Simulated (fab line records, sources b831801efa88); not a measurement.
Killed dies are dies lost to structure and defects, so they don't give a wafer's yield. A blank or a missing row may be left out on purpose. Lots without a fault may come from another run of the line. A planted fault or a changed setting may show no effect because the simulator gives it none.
One fault seen from 2 desks | flow sfq_line | each desk has only its own numbers; what lay behind them comes last

THE METROLOGY DESK
What the gauges read, lot by lot, whatever tool the lot ran on: means of the sampled wafers that have a number. A lot is out of limits, marked OUT, if its mean lies more than 4 standard deviations from the usual mean; the brackets give that distance.
Columns: A = INCOMING_BOW at SFQ_INCOMING_BOW_MEAS_900, usual 0 um; B = M2_NB_RS at SFQ_M2_RS_MEAS_914, usual 0.899 ohm/sq
lot  | first seen here | A  | B
L507 | day 1 15:01     | -2 | 0.890
L510 | day 2 06:02     | 4  | 0.899
L511 | day 2 11:00     | -5 | 0.877
L512 | day 2 16:00     | 0  | 0.886
L513 | day 2 21:02     | -0 | 0.912
L514 | day 3 02:01     | 2  | 0.890
L516 | day 3 12:02     | -1 | 0.910
L519 | day 4 03:01     | -3 | 0.755 (-9.6) OUT
L520 | day 4 08:00     | -2 | 0.826 (-4.9) OUT
L525 | day 5 09:01     | 1  | 0.905
L526 | day 5 14:00     | -0 | 0.901
L527 | day 5 19:00     | -2 | 0.901
L528 | day 6 00:02     | -3 | 0.897
L529 | day 6 05:02     | 3  | 0.912
This desk's finding: out of limits on L519, L520; first on L519, day 21 10:45 (M2_NB_RS at SFQ_M2_RS_MEAS_914). In limits: L507, L510, L511, L512, L513, L514, L516, L525, L526, L527, L528, L529.

THE TOOL OWNER'S DESK: pvd_sputter-03
The tool's own readings at SFQ_TRILAYER_M2_DEP_SPUTTER_055 (material Nb, target thk 200 nm, time 133.3 s): means of the sampled wafers that have a number, for each lot that ran on this tool. A lot is out of limits, marked OUT, if its mean lies more than 4 standard deviations from the usual mean; the brackets give that distance.
Columns: A = substrate_temp_c at SFQ_TRILAYER_M2_DEP_SPUTTER_055, usual 20.00 C; B = throttle_valve_pct at SFQ_TRILAYER_M2_DEP_SPUTTER_055, usual 30.1 %
lot  | first seen here | A     | B
L516 | day 20 20:14    | 19.93 | 31.1
L519 | day 21 10:38    | 20.10 | 30.3
L520 | day 21 21:32    | 20.00 | 30.2
L526 | day 24 07:07    | 19.96 | 30.1
L527 | day 24 11:55    | 20.13 | 29.7
L528 | day 24 17:55    | 19.89 | 29.7
L529 | day 25 01:07    | 19.98 | 30.5
This desk's finding: nothing out of limits on any of the 7 lots.

PUT TOGETHER
The metrology desk could have raised an alarm at day 21 10:45, on L519, L520.
The tool owner's desk saw nothing out of limits.
The tool owner's desk has L519, L520 on record, within its limits.
Of the lots named, all ran SFQ_TRILAYER_M2_DEP_SPUTTER_055 on pvd_sputter-03.

WHAT THE SIMULATOR HAD PUT IN
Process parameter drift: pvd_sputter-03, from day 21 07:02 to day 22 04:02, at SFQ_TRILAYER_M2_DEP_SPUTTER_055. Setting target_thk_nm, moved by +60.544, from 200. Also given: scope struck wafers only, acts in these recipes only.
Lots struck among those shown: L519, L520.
Hours from the fault's start to each desk's first reading out of limits: the metrology desk, 4.
